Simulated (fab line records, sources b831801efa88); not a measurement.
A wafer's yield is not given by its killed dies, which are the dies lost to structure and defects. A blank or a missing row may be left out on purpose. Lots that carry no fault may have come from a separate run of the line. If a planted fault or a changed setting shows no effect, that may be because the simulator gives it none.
Split-lot experiment | flow sfq line | 23 wafers read across 5 lots, on a route 325 steps long

## SPLIT DETAILS
At SFQ_TRILAYER_I6_CMP_CMP_166 (polishes SiO2), the setting leave above ref nm was moved away from the recipe's 200 nm on 10 of the 23 wafers read, by -2.3% to +6.9%. For the rest of the wafers, this setting stayed at what the recipe calls for.

## FROM THE SPLIT TO THE READING: what the file shows between them, 5 steps
- SFQ_TRILAYER_I6_METRO_MEASURE_167
- SFQ_TRILAYER_I6_VIA_LITHO_EXPOSE_170: exposes mask I6, target cd 700 nm (also split here: dose mj)
- SFQ_TRILAYER_I6_VIA_LITHO_PEB_172: peb time 60 s
- SFQ_TRILAYER_I6_VIA_LITHO_DEVELOP_171: time 60 s
- SFQ_TRILAYER_I6_VIA_BARC_OPEN_VIA_ETCH_235: etches BARC in O2, target depth 125 nm, time 41.7 s

## THE READING
oes product au, in a.u., at SFQ_TRILAYER_I6_VIA_ETCH_VIA_ETCH_172 (etches SiO2 in CHF3, stops on Nb, target depth 260 nm). On this fab line, fault-free wafers typically give 0.854 a.u. with a standard deviation of 0.0049 a.u.

wafer  | tool, chamber at the split | leave above ref nm as run, nm | against the recipe | oes product au, a.u. | against lot-mates on the recipe
L074.2 | cmp-02, 2                  | 195.4                         | -2.3%              | 0.849                | -0.005
L074.3 | cmp-02, 0                  | 200                           | recipe             | 0.849                | -
L074.4 | cmp-02, 1                  | 195.4                         | -2.3%              | 0.847                | -0.007
L074.5 | cmp-02, 2                  | 195.4                         | -2.3%              | 0.850                | -0.004
L074.6 | cmp-02, 3                  | 200                           | recipe             | 0.859                | -
L075.1 | cmp-01, 1                  | 206.2                         | +3.1%              | 0.870                | +0.013
L075.3 | cmp-01, 3                  | 200                           | recipe             | 0.861                | -
L075.4 | cmp-01, 0                  | 200                           | recipe             | 0.853                | -
L075.5 | cmp-01, 0                  | 206.2                         | +3.1%              | 0.872                | +0.015
L075.6 | cmp-01, 1                  | 206.2                         | +3.1%              | 0.872                | +0.015
L078.1 | cmp-01, 2                  | 200                           | recipe             | 0.851                | -
L078.2 | cmp-01, 0                  | 200                           | recipe             | 0.847                | -
L078.6 | cmp-01, 1                  | 200                           | recipe             | 0.861                | -
L080.1 | cmp-01, 0                  | 200                           | recipe             | 0.852                | -
L080.2 | cmp-01, 2                  | 213.7                         | +6.9%              | 0.880                | +0.027
L080.4 | cmp-01, 3                  | 213.7                         | +6.9%              | 0.881                | +0.028
L080.5 | cmp-01, 3                  | 200                           | recipe             | 0.851                | -
L080.6 | cmp-01, 0                  | 200                           | recipe             | 0.856                | -
L084.1 | cmp-01, 0                  | 212.2                         | +6.1%              | 0.880                | +0.028
L084.3 | cmp-01, 1                  | 200                           | recipe             | 0.853                | -
L084.4 | cmp-01, 3                  | 200                           | recipe             | 0.851                | -
L084.5 | cmp-01, 1                  | 200                           | recipe             | 0.851                | -
L084.6 | cmp-01, 0                  | 212.2                         | +6.1%              | 0.885                | +0.033

THE FIT
A straight line over all 23 wafers: oes product au changes by +0.00414 a.u. for each +1% of leave above ref nm; r = +0.94; the points scatter about the line by 0.0043 a.u.
The same after taking each lot's own level away (the mean of its wafers on the recipe; 23 wafers): +0.00419 a.u. for each +1%; r = +0.95; scatter 0.0039 a.u.
According to that fit, moving leave above ref nm by its largest amount changes the reading by 0.029 a.u.
The lots' own levels span 0.8517 to 0.8570 a.u., that is 1.1 times the standard deviation above.
The two slopes are in agreement: the lot-to-lot level therefore moves the slope only a little.
Check: +0.0306 a.u. against its lot-mates is what the line predicts for one of the wafers moved furthest among these (+6.9%) when that wafer is left out of the fit. It came out at +0.027 a.u. against them.

## THE OTHER SPLITS THESE WAFERS WENT THROUGH
Other splits were also applied to these wafers ahead of the reading. Each is held against what the fit with the lots' levels taken away leaves over:
other split on the same wafers               | wafers away from the commonest value | r with oes product au (lot level and that fit taken away)
SFQ_TRILAYER_C5_LITHO_PEB_154 peb time s     | 11                                   | +0.21
SFQ_TRILAYER_M6_LITHO_COAT_164 resist thk nm | 9                                    | +0.21
SFQ_TRILAYER_I6_VIA_LITHO_EXPOSE_170 dose mj | 7                                    | -0.04

## THE WHOLE CHAIN: every reading that the file lists as answering this split, in the file's order
step                                  | what it does                                          | reading                                                                                   | change (the file's fit)                   | r (the file's)
SFQ_TRILAYER_I6_CMP_CMP_166           | polishes SiO2                                         | SiO2_of_TRILAYER_I6_DEP_PECVD_165.thk nm (the simulator's own value, which no gauge read) | +2.06 nm for each +1% of the setting      | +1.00
SFQ_TRILAYER_I6_METRO_MEASURE_167     |                                                       | thk nm                                                                                    | +2.06 nm for each +1% of the setting      | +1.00
SFQ_TRILAYER_I6_VIA_ETCH_VIA_ETCH_172 | etches SiO2 in CHF3, stops on Nb, target depth 260 nm | oes product au                                                                            | +0.00434 a.u. for each +1% of the setting | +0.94
SFQ_TRILAYER_I6_VIA_ETCH_VIA_ETCH_172 | etches SiO2 in CHF3, stops on Nb, target depth 260 nm | I6.feature depth nm (the simulator's own value, which no gauge read)                      | +2.06 nm for each +1% of the setting      | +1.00
SFQ_TRILAYER_I6_VIA_ETCH_VIA_ETCH_172 | etches SiO2 in CHF3, stops on Nb, target depth 260 nm | etch.depth nm (the simulator's own value, which no gauge read)                            | +2.06 nm for each +1% of the setting      | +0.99

## THE FILE'S OWN FIT
oes product au changes by +0.00434 a.u. for each +1% of leave above ref nm, r = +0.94.
